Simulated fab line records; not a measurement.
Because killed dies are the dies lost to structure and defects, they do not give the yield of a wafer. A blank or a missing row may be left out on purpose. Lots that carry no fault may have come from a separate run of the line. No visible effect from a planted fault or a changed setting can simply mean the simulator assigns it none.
Matching of chambers    flow sky130    pecvd-01 running SKY_CAPM_CVD_00: 3 sister chambers
The step deposits SiO2, target thk 15.5 nm. 3 wafers are shown with their chamber, then 8 later ones without.

## WAFERS WITH THEIR CHAMBER
wafer   chamber  heater_power_w (W)
L087.4  0        504
L087.6  2        607
L091.3  1        669

## WAFERS WHOSE CHAMBER IS MISSING
wafer   heater_power_w (W)
L091.5  665
L091.6  676
L093.1  573
L093.4  588
L093.5  723
L096.1  681
L096.5  591
L096.6  610

## WHICH CHAMBER EACH WENT THROUGH
wafer    from the rows above       in truth
L091.5   1                         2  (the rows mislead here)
L091.6   1                         1
L093.1   can't be placed: 2 or 0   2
L093.4   2                         2
L093.5   1                         1
L096.1   1                         1
L096.5   2                         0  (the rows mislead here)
L096.6   2                         2
Placed correctly: 5 of 8. From these rows, 1 cannot be placed; in 1 the true chamber is one of the candidates. Number placed wrongly: 2.
How it was worked out, from the rows above alone: a wafer's distance from a chamber is the root of the sum, over the readings, of the square of ((its reading less the chamber's mean) divided by the reading's scatter). The wafer belongs to the nearest chamber; if the next one is less than 2 further off, it can't be placed. A chamber's mean is the mean of its shown wafers. The scatter: with one shown wafer a chamber, the root of the mean of the squares of how far each hidden wafer lies from its nearest shown one.
